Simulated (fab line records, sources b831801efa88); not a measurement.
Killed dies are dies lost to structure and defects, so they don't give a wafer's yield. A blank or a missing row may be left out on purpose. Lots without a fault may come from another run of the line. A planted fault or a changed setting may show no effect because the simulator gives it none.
Which tool did it? | flow gf180mcu | 11 lots, 33 wafers sampled, at 5 steps of a route of 602

WHAT THE GAUGES READ, wafer by wafer
GF_STI_THK_MEAS_22. Usual: STI_OXIDATION_01_THK 15.1 nm, standard deviation 0.32.
lot  | measured    | on            | STI_OXIDATION_01_THK (nm) | flag
L378 | day 2 10:29 | film_metro-04 | 15.4 15.4 15.2            |
L379 | day 2 13:07 | film_metro-01 | 15.4 15.6 15.7            |
L380 | day 2 22:04 | film_metro-04 | 15.1 15.2 15.0            |
L381 | day 3 02:49 | film_metro-04 | 14.7 14.8 14.9            |
L388 | day 4 12:13 | film_metro-02 | 14.9 14.7 14.8            |
L389 | day 4 17:59 | film_metro-01 | 14.3 14.3 14.5            |
L390 | day 4 21:41 | film_metro-02 | 15.2 15.1 14.9            |
L393 | day 5 13:33 | film_metro-01 | 15.2 15.3 15.3            |
L395 | day 5 23:47 | film_metro-01 | 15.3 15.4 15.3            |
L396 | day 6 05:27 | film_metro-02 | 14.8 14.8 14.7            |
L400 | day 7 03:03 | film_metro-02 | 15.0 14.6 14.9            |

GF_MVSD_TW_MEAS_11. Usual: MVSD_TW 1584, standard deviation 33.
lot  | measured     | on            | MVSD_TW           | flag
L378 | day 4 18:07  | film_metro-03 | 1547 1546 1551    |
L379 | day 4 22:56  | film_metro-04 | 31 31 31 30 31 31 | OFF
L380 | day 5 08:01  | film_metro-02 | 31 30 31 31 31 31 | OFF
L381 | day 5 13:04  | film_metro-04 | 31 30 30 30 30 30 | OFF
L388 | day 7 02:11  | film_metro-04 | 1604 1600 1597    |
L389 | day 7 14:13  | film_metro-03 | 1536 1530 1524    |
L390 | day 7 12:04  | film_metro-03 | 1533 1531 1537    |
L393 | day 8 07:38  | film_metro-02 | 1625 1624 1623    |
L395 | day 8 18:00  | film_metro-04 | 1605 1600 1599    |
L396 | day 9 00:19  | film_metro-03 | 1543 1553 1552    |
L400 | day 10 02:06 | film_metro-04 | 1606 1602 1604    |

WHICH TOOL RAN EACH LOT (tool, then ch and the chambers of the sampled wafers, then the start)
lot  | GF_STI_CMP_25                | GF_LVPWELL_STRIP_10                 | GF_MVSD_STRIP_10
L378 | cmp-02 ch 0,2,3, day 2 10:43 | plasma_asher-02 ch 0,1, day 4 05:04 | plasma_asher-01 ch 0,1, day 4 18:02
L379 | cmp-02 ch 1,2,3, day 2 13:21 | plasma_asher-04 ch 0,1, day 4 08:39 | plasma_asher-01 ch 0,1, day 4 22:50
L380 | cmp-01 ch 0,3, day 2 22:14   | plasma_asher-04 ch 0,1, day 4 16:55 | plasma_asher-04 ch 0,1, day 5 07:56
L381 | cmp-01 ch 1,3, day 3 03:00   | plasma_asher-04 ch 0,1, day 4 22:42 | plasma_asher-02 ch 0,1, day 5 12:57
L388 | cmp-02 ch 1,2,3, day 4 12:28 | plasma_asher-02 ch 0,1, day 6 10:20 | plasma_asher-04 ch 0,1, day 7 02:05
L389 | cmp-02 ch 0,1,2, day 4 18:11 | plasma_asher-03 ch 0,1, day 6 22:17 | plasma_asher-01 ch 0,1, day 7 14:07
L390 | cmp-02 ch 0,2,3, day 4 21:53 | plasma_asher-02 ch 0,1, day 6 20:41 | plasma_asher-02 ch 0,1, day 7 11:58
L393 | cmp-01 ch 0,3, day 5 13:47   | plasma_asher-02 ch 0,1, day 7 15:22 | plasma_asher-04 ch 0,1, day 8 07:32
L395 | cmp-02 ch 0,1,2, day 5 23:58 | plasma_asher-04 ch 1, day 8 01:13   | plasma_asher-04 ch 1, day 8 17:53
L396 | cmp-02 ch 0,1,3, day 6 05:38 | plasma_asher-02 ch 1, day 8 07:19   | plasma_asher-01 ch 0, day 9 00:13
L400 | cmp-02 ch 0,3, day 7 03:14   | plasma_asher-04 ch 0,1, day 9 08:37 | plasma_asher-02 ch 0,1, day 10 01:59
- GF_STI_CMP_25: polishes, stops on Si3N4, t overpolish 33 s, target thk 524.6 nm.
- GF_LVPWELL_STRIP_10: strips in O2/N2.
- GF_MVSD_STRIP_10: strips in O2/N2.

WHAT THE TOOLS THEMSELVES READ (means of the sampled wafers that have a number; where no wafer has one, the mark that the record gives instead)
GF_STI_CMP_25. Usual: motor_current_A 12.1 A, standard deviation 1.6; overpolish_run_s 32.999 s, standard deviation 0.0085; slurry_filter_dp_kPa 13.50 kPa, standard deviation 0.14; time_to_endpoint_s 123 s, standard deviation 6.5.
lot  | tool   | motor_current_A (A) | overpolish_run_s (s) | slurry_filter_dp_kPa (kPa) | time_to_endpoint_s (s) | flag
L378 | cmp-02 | 12.5                | 33.001               | 13.53                      | 128                    |
L379 | cmp-02 | 13.0                | 32.997               | 13.39                      | 125                    |
L380 | cmp-01 | 12.0                | 33.004               | 13.31                      | 126                    |
L381 | cmp-01 | 12.0                | 33.003               | 13.51                      | 127                    |
L388 | cmp-02 | 13.5                | 33.000               | 13.51                      | 117                    |
L389 | cmp-02 | 11.5                | 32.992               | 13.52                      | 118                    |
L390 | cmp-02 | 12.4                | 33.007               | 13.47                      | 116                    |
L393 | cmp-01 | 11.8                | 32.991               | 13.50                      | 133                    |
L395 | cmp-02 | 11.7                | 33.002               | 13.54                      | 112                    |
L396 | cmp-02 | 13.0                | 33.003               | 13.52                      | 115                    |
L400 | cmp-02 | 11.9                | 32.997               | 13.49                      | 113                    |

GF_LVPWELL_STRIP_10. Usual: chamber_pressure_mTorr 1499.8 mTorr, standard deviation 1.3; drypump_motor_current_A 5.7 A, standard deviation 0.36; heater_power_w 353 W, standard deviation 23; oes_product_au 0.723 a.u., standard deviation 0.0041; strip_time_to_endpoint_s 37.00 s, standard deviation 0.11.
lot  | tool            | chamber_pressure_mTorr (mTorr) | drypump_motor_current_A (A) | heater_power_w (W) | oes_product_au (a.u.) | strip_time_to_endpoint_s (s) | flag
L378 | plasma_asher-02 | 1499.4                         | 5.7                         | 344                | 0.726                 | 36.96                        |
L379 | plasma_asher-04 | -                              | -                           | -                  | -                     | -                            | OFF
L380 | plasma_asher-04 | -                              | -                           | -                  | -                     | -                            | OFF
L381 | plasma_asher-04 | -                              | -                           | -                  | -                     | -                            | OFF
L388 | plasma_asher-02 | 1498.5                         | 5.9                         | 357                | 0.724                 | 37.00                        |
L389 | plasma_asher-03 | 1498.3                         | 6.0                         | 388                | 0.724                 | 37.08                        |
L390 | plasma_asher-02 | 1499.2                         | 5.7                         | 342                | 0.723                 | 37.01                        |
L393 | plasma_asher-02 | 1499.3                         | 5.8                         | 352                | 0.725                 | 36.98                        |
L395 | plasma_asher-04 | 1498.3                         | 5.8                         | 365                | 0.719                 | 37.03                        |
L396 | plasma_asher-02 | 1501.3                         | 5.6                         | 327                | 0.722                 | 36.76                        |
L400 | plasma_asher-04 | 1498.8                         | 5.2                         | 354                | 0.721                 | 37.03                        |

GF_MVSD_STRIP_10. Usual: chamber_pressure_mTorr 1500.0 mTorr, standard deviation 1.4; drypump_motor_current_A 5.6 A, standard deviation 0.33; heater_power_w 350 W, standard deviation 26; oes_product_au 0.722 a.u., standard deviation 0.0044; strip_time_to_endpoint_s 37.03 s, standard deviation 0.094.
lot  | tool            | chamber_pressure_mTorr (mTorr) | drypump_motor_current_A (A) | heater_power_w (W) | oes_product_au (a.u.) | strip_time_to_endpoint_s (s) | flag
L378 | plasma_asher-01 | 1499.5                         | 5.7                         | 340                | 0.718                 | 37.08                        |
L379 | plasma_asher-01 | 1498.8                         | 5.7                         | 333                | 0.740                 | 81.27                        | OFF
L380 | plasma_asher-04 | 1500.0                         | 5.2                         | 353                | 0.744                 | 81.24                        | OFF
L381 | plasma_asher-02 | 1498.9                         | 5.7                         | 339                | 0.739                 | 81.55                        | OFF
L388 | plasma_asher-04 | 1500.2                         | 5.2                         | 354                | 0.721                 | 37.14                        |
L389 | plasma_asher-01 | 1499.4                         | 5.7                         | 361                | 0.724                 | 37.08                        |
L390 | plasma_asher-02 | 1500.1                         | 5.7                         | 337                | 0.719                 | 37.09                        |
L393 | plasma_asher-04 | 1499.9                         | 5.5                         | 358                | 0.719                 | 36.99                        |
L395 | plasma_asher-04 | 1501.5                         | 5.8                         | 360                | 0.722                 | 37.13                        |
L396 | plasma_asher-01 | 1501.6                         | 5.8                         | 312                | 0.725                 | 36.99                        |
L400 | plasma_asher-02 | 1500.3                         | 5.9                         | 357                | 0.722                 | 36.89                        |

THE ANSWER, worked out from the rows above alone
Rule: a lot is off if the mean of its wafers that have a number lies more than 3 standard deviations from the usual mean. A lot without any number at a reading at which 4 lots or more have one is off too. The other lots that the step has rows for count as sound. The gauges are gone through in route order, then the tools' own readings, and for those a lot's mean is taken as printed above. The first step at which some lot is off is used, and at that step the reading that is off furthest; a lot without a number counts as furthest.
Off: L379, L380, L381, at GF_MVSD_TW_MEAS_11 (MVSD_TW).
A tool fits if, at a process step before that reading, it ran every lot that is off, and no sound lot after the first of them. The gauges at GF_MVSD_TW_MEAS_11 aren't tried: what is off there is off at GF_LVPWELL_STRIP_10 too, on other tools, and a gauge's error can't cause that. None of those tried fits.

WHAT THE SIMULATOR HAD PUT IN
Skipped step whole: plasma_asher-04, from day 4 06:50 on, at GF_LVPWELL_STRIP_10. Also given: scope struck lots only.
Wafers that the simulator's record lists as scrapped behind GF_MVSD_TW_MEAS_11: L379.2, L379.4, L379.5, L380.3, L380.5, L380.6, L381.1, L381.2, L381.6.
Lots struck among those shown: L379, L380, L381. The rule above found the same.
